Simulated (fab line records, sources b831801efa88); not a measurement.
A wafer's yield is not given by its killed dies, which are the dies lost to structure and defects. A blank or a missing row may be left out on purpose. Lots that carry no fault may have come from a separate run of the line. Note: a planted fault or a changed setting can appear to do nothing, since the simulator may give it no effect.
A sampling plan put to the test | flow sky130 | 52 faults told of in these records, all on one fab line, each judged by the records of the lots it struck
The plan consists of the line's own looks: route steps at which the wafer is read by a gauge or an inspection but not changed. Where struck wafers have a number at a look and the file lists that look's usual mean and standard deviation on fault-free wafers, the look can be judged. Caught: 4 or more of those standard deviations (sigma) separate the usual mean from the mean of the struck wafers at a look after the fault's first step. On the tool: the identical test, applied to the tool's own readings at the steps of the fault. Another recipe on the struck wafers, or a record that is blank for them alone, also counts as caught.

THE FAULTS, as the simulator had put them in
1. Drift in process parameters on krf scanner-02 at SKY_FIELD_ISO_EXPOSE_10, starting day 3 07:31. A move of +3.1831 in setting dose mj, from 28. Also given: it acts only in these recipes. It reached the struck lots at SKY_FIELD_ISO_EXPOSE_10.
2. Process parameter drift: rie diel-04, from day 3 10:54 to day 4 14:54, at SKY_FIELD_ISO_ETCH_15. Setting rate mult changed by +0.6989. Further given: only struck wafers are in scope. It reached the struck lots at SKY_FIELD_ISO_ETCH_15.
3. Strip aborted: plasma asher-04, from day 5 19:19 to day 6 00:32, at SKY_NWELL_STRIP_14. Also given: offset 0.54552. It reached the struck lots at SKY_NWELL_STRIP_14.
4. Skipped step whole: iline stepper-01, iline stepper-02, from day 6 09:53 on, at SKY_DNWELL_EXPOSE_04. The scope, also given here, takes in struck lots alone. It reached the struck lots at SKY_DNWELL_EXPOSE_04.
5. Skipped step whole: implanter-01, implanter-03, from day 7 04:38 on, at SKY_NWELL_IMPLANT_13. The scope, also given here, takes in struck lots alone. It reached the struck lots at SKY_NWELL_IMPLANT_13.
6. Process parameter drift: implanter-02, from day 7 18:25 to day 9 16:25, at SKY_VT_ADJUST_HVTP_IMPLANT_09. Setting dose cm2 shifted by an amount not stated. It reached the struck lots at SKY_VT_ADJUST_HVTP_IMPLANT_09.
7. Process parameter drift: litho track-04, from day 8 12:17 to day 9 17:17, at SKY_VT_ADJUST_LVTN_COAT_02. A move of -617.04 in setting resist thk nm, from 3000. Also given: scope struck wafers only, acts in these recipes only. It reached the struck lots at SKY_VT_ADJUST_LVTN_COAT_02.
8. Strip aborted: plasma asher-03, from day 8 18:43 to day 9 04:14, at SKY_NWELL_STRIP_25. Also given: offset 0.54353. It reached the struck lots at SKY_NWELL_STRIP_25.
9. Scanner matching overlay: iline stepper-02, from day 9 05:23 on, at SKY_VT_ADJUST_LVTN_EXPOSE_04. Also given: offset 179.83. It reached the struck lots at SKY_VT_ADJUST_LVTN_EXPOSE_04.
10. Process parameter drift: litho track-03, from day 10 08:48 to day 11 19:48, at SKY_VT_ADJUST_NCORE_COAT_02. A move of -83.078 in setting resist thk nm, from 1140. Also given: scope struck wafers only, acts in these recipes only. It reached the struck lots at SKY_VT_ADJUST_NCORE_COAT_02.
11. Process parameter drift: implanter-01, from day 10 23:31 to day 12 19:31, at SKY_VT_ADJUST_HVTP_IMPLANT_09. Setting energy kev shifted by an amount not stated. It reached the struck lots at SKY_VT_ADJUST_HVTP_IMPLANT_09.
12. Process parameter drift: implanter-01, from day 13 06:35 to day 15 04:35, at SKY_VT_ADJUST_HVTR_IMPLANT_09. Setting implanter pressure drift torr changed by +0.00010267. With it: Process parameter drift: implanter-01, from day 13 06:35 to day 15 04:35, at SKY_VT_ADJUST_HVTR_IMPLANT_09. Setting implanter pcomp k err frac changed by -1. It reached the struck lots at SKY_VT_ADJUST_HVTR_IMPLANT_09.
13. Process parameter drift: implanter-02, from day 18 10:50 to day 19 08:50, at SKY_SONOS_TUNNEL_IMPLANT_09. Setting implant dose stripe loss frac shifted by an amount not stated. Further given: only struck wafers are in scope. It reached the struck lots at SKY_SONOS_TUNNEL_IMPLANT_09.
14. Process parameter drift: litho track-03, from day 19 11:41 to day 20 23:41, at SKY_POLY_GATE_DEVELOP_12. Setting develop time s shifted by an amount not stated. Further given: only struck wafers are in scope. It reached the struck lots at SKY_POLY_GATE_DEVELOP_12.
15. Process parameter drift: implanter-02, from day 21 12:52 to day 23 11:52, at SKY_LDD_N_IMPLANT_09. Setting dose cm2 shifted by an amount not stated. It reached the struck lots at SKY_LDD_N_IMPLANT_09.
16. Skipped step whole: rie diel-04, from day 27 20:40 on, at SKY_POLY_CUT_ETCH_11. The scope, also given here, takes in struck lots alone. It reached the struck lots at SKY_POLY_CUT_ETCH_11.
17. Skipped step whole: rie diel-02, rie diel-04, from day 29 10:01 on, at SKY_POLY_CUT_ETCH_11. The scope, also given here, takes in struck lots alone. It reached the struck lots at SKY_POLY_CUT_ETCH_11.
18. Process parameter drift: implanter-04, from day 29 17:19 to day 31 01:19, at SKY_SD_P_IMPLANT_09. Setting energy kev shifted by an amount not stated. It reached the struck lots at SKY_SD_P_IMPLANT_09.
19. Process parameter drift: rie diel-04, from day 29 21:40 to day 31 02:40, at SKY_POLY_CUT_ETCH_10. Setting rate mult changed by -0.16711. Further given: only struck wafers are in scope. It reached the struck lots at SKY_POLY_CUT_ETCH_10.
20. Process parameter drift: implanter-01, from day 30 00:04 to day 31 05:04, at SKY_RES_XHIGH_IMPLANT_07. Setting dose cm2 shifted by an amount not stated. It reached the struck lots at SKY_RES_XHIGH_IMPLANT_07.
21. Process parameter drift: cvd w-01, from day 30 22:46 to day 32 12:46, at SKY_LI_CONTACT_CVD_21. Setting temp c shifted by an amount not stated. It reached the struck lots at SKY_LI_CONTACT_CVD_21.
22. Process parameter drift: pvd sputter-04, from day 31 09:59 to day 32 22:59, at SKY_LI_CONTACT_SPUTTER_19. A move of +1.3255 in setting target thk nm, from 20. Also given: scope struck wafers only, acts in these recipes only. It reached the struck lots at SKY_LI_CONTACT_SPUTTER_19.
23. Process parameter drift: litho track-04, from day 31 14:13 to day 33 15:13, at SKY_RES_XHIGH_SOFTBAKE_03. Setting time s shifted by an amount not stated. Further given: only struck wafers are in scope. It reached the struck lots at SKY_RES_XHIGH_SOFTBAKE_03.
24. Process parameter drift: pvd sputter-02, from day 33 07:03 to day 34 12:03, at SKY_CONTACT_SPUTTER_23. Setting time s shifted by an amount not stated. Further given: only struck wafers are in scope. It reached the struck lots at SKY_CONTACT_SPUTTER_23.
25. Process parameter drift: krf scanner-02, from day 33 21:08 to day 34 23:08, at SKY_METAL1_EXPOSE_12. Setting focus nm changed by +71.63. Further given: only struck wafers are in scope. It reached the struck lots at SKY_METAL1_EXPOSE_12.
26. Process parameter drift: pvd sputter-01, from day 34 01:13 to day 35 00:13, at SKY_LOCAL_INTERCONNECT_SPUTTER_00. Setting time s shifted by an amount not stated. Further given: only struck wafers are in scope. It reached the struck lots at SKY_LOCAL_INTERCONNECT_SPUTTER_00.
27. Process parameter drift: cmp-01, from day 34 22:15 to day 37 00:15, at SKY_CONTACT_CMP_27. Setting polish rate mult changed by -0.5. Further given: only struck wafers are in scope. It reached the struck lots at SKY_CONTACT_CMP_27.
28. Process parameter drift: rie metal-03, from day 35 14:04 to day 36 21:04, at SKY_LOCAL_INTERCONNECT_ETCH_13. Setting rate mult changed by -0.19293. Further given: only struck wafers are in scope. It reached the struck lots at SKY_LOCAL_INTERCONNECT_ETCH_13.
29. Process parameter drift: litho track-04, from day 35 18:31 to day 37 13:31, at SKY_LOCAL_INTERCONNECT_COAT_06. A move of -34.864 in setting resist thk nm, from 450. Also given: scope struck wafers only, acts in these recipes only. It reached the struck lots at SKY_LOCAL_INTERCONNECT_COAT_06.
30. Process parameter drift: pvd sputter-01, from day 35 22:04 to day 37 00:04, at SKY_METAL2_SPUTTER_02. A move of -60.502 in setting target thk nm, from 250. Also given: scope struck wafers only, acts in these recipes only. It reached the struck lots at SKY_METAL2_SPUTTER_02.
31. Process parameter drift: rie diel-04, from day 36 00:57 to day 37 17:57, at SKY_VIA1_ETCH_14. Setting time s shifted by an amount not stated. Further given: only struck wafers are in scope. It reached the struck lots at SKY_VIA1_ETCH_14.
32. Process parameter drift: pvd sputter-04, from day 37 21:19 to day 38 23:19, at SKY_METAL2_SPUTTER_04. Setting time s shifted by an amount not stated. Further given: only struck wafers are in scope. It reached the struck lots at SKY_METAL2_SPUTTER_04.
33. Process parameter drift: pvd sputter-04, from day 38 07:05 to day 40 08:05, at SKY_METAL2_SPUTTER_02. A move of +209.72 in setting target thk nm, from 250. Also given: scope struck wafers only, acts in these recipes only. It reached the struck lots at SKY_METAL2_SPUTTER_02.
34. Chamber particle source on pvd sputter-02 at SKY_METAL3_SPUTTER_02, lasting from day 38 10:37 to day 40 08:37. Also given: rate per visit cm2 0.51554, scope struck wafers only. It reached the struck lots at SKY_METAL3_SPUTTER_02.
35. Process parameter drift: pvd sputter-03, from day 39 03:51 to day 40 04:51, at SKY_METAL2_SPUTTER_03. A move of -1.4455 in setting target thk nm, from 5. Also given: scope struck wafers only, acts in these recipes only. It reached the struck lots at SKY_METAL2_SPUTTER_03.
36. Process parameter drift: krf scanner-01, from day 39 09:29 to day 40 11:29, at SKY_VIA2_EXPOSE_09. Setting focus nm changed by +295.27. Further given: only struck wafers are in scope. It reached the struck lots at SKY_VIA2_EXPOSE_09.
37. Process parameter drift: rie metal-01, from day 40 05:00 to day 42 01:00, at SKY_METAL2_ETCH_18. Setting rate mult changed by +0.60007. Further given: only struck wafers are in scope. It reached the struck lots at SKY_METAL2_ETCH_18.
38. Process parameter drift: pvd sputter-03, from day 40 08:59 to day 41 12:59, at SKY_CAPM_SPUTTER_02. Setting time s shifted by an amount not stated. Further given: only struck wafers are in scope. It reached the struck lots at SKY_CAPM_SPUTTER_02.
39. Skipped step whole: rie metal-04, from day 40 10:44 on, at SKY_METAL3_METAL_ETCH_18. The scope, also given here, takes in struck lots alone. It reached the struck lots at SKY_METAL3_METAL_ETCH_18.
40. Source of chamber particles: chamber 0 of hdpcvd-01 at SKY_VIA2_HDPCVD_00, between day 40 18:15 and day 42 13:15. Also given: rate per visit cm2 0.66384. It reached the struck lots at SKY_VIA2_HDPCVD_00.
41. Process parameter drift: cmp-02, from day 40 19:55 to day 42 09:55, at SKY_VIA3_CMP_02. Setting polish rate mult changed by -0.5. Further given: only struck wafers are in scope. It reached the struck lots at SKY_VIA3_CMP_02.
42. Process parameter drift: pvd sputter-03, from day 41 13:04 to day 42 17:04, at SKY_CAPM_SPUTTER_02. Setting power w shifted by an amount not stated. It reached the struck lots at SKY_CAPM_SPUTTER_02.
43. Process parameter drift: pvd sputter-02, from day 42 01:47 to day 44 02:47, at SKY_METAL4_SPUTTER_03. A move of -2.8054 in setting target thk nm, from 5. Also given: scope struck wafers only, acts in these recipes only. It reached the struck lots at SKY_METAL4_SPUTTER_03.
44. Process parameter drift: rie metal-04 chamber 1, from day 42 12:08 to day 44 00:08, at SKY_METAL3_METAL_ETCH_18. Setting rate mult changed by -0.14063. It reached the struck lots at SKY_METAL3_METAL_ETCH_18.
45. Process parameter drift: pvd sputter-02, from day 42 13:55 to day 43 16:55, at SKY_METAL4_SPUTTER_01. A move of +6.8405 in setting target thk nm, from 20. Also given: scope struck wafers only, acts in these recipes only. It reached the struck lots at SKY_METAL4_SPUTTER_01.
46. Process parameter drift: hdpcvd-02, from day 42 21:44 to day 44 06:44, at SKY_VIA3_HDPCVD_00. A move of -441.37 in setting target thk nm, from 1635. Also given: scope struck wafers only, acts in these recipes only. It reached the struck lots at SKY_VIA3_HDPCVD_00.
47. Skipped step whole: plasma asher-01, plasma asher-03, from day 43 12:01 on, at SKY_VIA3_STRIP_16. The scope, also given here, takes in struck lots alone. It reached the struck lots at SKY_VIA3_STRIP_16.
48. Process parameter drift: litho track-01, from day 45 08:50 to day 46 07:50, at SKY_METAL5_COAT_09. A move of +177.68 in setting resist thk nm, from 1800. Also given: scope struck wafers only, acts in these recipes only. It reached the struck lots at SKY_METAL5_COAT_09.
49. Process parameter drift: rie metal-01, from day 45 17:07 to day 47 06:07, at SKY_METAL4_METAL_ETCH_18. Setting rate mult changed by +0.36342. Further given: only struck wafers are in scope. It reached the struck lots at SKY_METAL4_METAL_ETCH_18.
50. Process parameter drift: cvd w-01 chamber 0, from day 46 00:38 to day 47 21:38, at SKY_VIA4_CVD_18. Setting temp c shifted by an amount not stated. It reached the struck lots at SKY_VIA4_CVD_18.
51. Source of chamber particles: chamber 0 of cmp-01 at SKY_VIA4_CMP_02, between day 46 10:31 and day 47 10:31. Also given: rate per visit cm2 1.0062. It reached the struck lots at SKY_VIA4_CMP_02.
52. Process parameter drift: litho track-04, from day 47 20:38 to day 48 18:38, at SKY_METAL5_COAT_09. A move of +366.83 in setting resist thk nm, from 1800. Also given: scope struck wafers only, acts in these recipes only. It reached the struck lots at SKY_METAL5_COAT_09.

WHAT THE PLAN SAW
fault | on the tool itself                               | first look that catches it                      | reading, sigma                                                  | median hours from its first step to that look | hours from the fault's start to the first struck lot there | judged looks passed uncaught
1     | exposure dose mJ cm2 +34 sigma                   | SKY_FIELD_ISO_CD_MEAS_13                        | cd nm -10                                                       | 8.0                                           | 12                                                         | 0
2     | under 2 sigma                                    | not the one look that can be judged after it    | -                                                               | -                                             | -                                                          | 1
3     | oes product au +47 sigma                         | SKY_NWELL_TW_MEAS_26                            | NWELL_2_TW -98                                                  | 19.1                                          | 24                                                         | 0
4     | no reading that can be judged                    | SKY_DNWELL_TW_MEAS_09                           | DNWELL_TW -99 or beyond                                         | 9.9                                           | 15                                                         | 0
5     | the tool's record is blank for the struck wafers | SKY_NWELL_RS_MEAS_29                            | NWELL_RS +16                                                    | 21.2                                          | 24                                                         | 0
6     | dose ions cm2 -99 or beyond sigma                | SKY_VT_ADJUST_HVTP_TW_MEAS_11                   | VT_ADJUST_HVTP_TW -54                                           | 0.2                                           | 6                                                          | 0
7     | under 2 sigma                                    | none of the 2 looks that can be judged after it | -                                                               | -                                             | -                                                          | 2
8     | oes product au +57 sigma                         | SKY_VT_ADJUST_HVTP_TW_MEAS_11                   | VT_ADJUST_HVTP_TW -99 or beyond                                 | 23.7                                          | 33                                                         | 0
9     | under 2 sigma                                    | SKY_VT_ADJUST_LVTN_OVL_MEAS_07                  | VT_ADJUST_LVTN_OVL +99 or beyond                                | 11.2                                          | 18                                                         | 0
10    | no reading that can be judged                    | not the one look that can be judged after it    | strongest: cd nm at SKY_VT_ADJUST_NCORE_CD_MEAS_07, +3.4        | -                                             | -                                                          | 1
11    | beam energy keV +99 or beyond sigma              | no look after it can be judged                  | -                                                               | -                                             | -                                                          | 0
12    | end station pressure torr +99 or beyond sigma    | SKY_VT_ADJUST_HVTR_TW_MEAS_11                   | VT_ADJUST_HVTR_TW +7.0                                          | 0.2                                           | 7                                                          | 0
13    | under 2 sigma                                    | none of the 3 looks that can be judged after it | strongest: SONOS_TUNNEL_TW at SKY_SONOS_TUNNEL_TW_MEAS_12, -3.2 | -                                             | -                                                          | 3
14    | no reading that can be judged                    | none of the 2 looks that can be judged after it | strongest: cd nm at SKY_POLY_GATE_CD_MEAS_13, -2.6              | -                                             | -                                                          | 2
15    | dose ions cm2 -99 or beyond sigma                | SKY_LDD_N_TW_MEAS_17                            | LDD_N_TW -4.4                                                   | 1.1                                           | 10                                                         | 0
16    | the tool's record is blank for the struck wafers | no look after it can be judged                  | -                                                               | -                                             | -                                                          | 0
17    | the tool's record is blank for the struck wafers | no look after it can be judged                  | -                                                               | -                                             | -                                                          | 0
18    | beam energy keV -99 or beyond sigma              | SKY_SD_N_RS_MEAS_17                             | SD_P_RS +7.2                                                    | 54.7                                          | 59                                                         | 0
19    | under 2 sigma                                    | not the one look that can be judged after it    | -                                                               | -                                             | -                                                          | 1
20    | dose ions cm2 -99 or beyond sigma                | SKY_RES_XHIGH_TW_MEAS_09                        | RES_XHIGH_TW -45                                                | 0.2                                           | 15                                                         | 0
21    | susceptor temp C -63 sigma                       | SKY_LI_CONTACT_RS_MEAS_22                       | LI_CONTACT_W_RS +37                                             | 0.1                                           | 4                                                          | 0
22    | under 2 sigma                                    | no look after it can be judged                  | -                                                               | -                                             | -                                                          | 0
23    | heater power total W +99 or beyond sigma         | no look after it can be judged                  | -                                                               | -                                             | -                                                          | 0
24    | under 2 sigma                                    | no look after it can be judged                  | -                                                               | -                                             | -                                                          | 0
25    | under 2 sigma                                    | SKY_METAL1_CD_MEAS_15                           | cd nm -4.0                                                      | 13.4                                          | 31                                                         | 0
26    | under 2 sigma                                    | SKY_LOCAL_INTERCONNECT_RS_MEAS_01               | LOCAL_INTERCONNECT_TIN_RS +11                                   | 0.1                                           | 2                                                          | 0
27    | overpolish run s -99 or beyond sigma             | no look after it can be judged                  | -                                                               | -                                             | -                                                          | 0
28    | under 2 sigma                                    | none of the 2 looks that can be judged after it | -                                                               | -                                             | -                                                          | 2
29    | no reading that can be judged                    | not the one look that can be judged after it    | -                                                               | -                                             | -                                                          | 1
30    | under 2 sigma                                    | SKY_METAL2_RS_MEAS_05                           | METAL2_ALCU_RS +25                                              | 0.1                                           | 10                                                         | 0
31    | oes product au +22 sigma                         | no look after it can be judged                  | -                                                               | -                                             | -                                                          | 0
32    | under 2 sigma                                    | none of the 4 looks that can be judged after it | strongest: METAL2_ALCU_THK at SKY_METAL2_THK_MEAS_06, +2.5      | -                                             | -                                                          | 4
33    | under 2 sigma                                    | SKY_METAL2_RS_MEAS_05                           | METAL2_ALCU_RS -36                                              | 0.1                                           | 6                                                          | 0
34    | under 2 sigma                                    | none of the 2 looks that can be judged after it | -                                                               | -                                             | -                                                          | 2
35    | under 2 sigma                                    | no look after it can be judged                  | -                                                               | -                                             | -                                                          | 0
36    | no reading that can be judged                    | SKY_VIA2_CD_MEAS_12                             | cd nm -19                                                       | 12.0                                          | 19                                                         | 0
37    | under 2 sigma                                    | no look after it can be judged                  | -                                                               | -                                             | -                                                          | 0
38    | under 2 sigma                                    | SKY_CAPM_RS_MEAS_03                             | CAPM_TIN_RS +10                                                 | 0.1                                           | 10                                                         | 0
39    | the tool's record is blank for the struck wafers | no look after it can be judged                  | -                                                               | -                                             | -                                                          | 0
40    | no reading that can be judged                    | none of the 3 looks that can be judged after it | -                                                               | -                                             | -                                                          | 3
41    | under 2 sigma                                    | none of the 6 looks that can be judged after it | -                                                               | -                                             | -                                                          | 6
42    | cathode dc power W -99 or beyond sigma           | SKY_CAPM_RS_MEAS_03                             | CAPM_TIN_RS +30                                                 | 0.1                                           | 2                                                          | 0
43    | under 2 sigma                                    | no look after it can be judged                  | -                                                               | -                                             | -                                                          | 0
44    | under 2 sigma                                    | no look after it can be judged                  | -                                                               | -                                             | -                                                          | 0
45    | under 2 sigma                                    | no look after it can be judged                  | -                                                               | -                                             | -                                                          | 0
46    | under 2 sigma                                    | SKY_VIA3_THK_MEAS_01                            | VIA3_HDPCVD_THK -26                                             | 0.2                                           | 3                                                          | 0
47    | no reading that can be judged                    | no look after it can be judged                  | -                                                               | -                                             | -                                                          | 0
48    | no reading that can be judged                    | no look after it can be judged                  | -                                                               | -                                             | -                                                          | 0
49    | under 2 sigma                                    | no look after it can be judged                  | -                                                               | -                                             | -                                                          | 0
50    | susceptor temp C -9.6 sigma                      | SKY_VIA4_RS_MEAS_19                             | VIA4_W_RS +4.7                                                  | 0.1                                           | 7                                                          | 0
51    | under 2 sigma                                    | no look after it can be judged                  | -                                                               | -                                             | -                                                          | 0
52    | under 2 sigma                                    | not the one look that can be judged after it    | -                                                               | -                                             | -                                                          | 1
Dash: fault not caught, or number not given in these records.

Caught at a look: 21 of 52. Caught on the tool: 19 of 52. By one or the other: 28 of 52.
On the tool alone, faults 11, 16, 17, 23, 27, 31, 39 were caught.
Caught at a look alone: faults 4, 9, 25, 26, 30, 33, 36, 38, 46.
Caught by neither: faults 2, 7, 10, 13, 14, 19, 22, 24, 28, 29, 32, 34, 35, 37, 40, 41, 43, 44, 45, 47, 48, 49, 51, 52.

THINNER SAMPLING
If the look that catches a fault measured only every second or every third lot, by lot number, the first struck lot would be measured this late in the worst case:
fault | struck lots at that look, in order of time | every lot | every second lot | every third lot
1     | L198, L199, L200, L201                     | 12 h      | 15 h             | 19 h
3     | L241                                       | 24 h      | may miss it      | may miss it
4     | L813, L814                                 | 15 h      | 16 h             | may miss all 2
5     | L934, L935                                 | 24 h      | 29 h             | may miss all 2
6     | L115, L121                                 | 6 h       | may miss all 2   | may miss all 2
8     | L891                                       | 33 h      | may miss it      | may miss it
9     | L620, L622, L624, L628                     | 18 h      | may miss all 4   | 45 h
12    | L174, L175                                 | 7 h       | 15 h             | may miss all 2
15    | L249, L252                                 | 10 h      | 38 h             | may miss all 2
18    | L733, L736                                 | 59 h      | 78 h             | may miss all 2
20    | L334, L336                                 | 15 h      | may miss all 2   | may miss all 2
21    | L848, L852                                 | 4 h       | may miss all 2   | may miss all 2
25    | L425                                       | 31 h      | may miss it      | may miss it
26    | L145, L147                                 | 2 h       | may miss all 2   | may miss all 2
30    | L795, L796                                 | 10 h      | 14 h             | may miss all 2
33    | L869, L876                                 | 6 h       | 46 h             | may miss all 2
36    | L322, L323                                 | 19 h      | 29 h             | may miss all 2
38    | L666, L667                                 | 10 h      | 16 h             | may miss all 2
42    | L335, L337                                 | 2 h       | may miss all 2   | may miss all 2
46    | L184, L186                                 | 3 h       | may miss all 2   | may miss all 2
50    | L988                                       | 7 h       | may miss it      | may miss it
Hours: fault start to first struck lot measured. 4 sigma limit: tested on the pooled struck wafers, so a lone lot may be under it. Other struck lots may not be in these records.

THE LONGEST TIMED WAY FROM STEP TO LOOK
Fault 18: the median time between SKY_SD_P_IMPLANT_09 and SKY_SD_N_RS_MEAS_17 is 54.7 hours. No look between them can be judged.
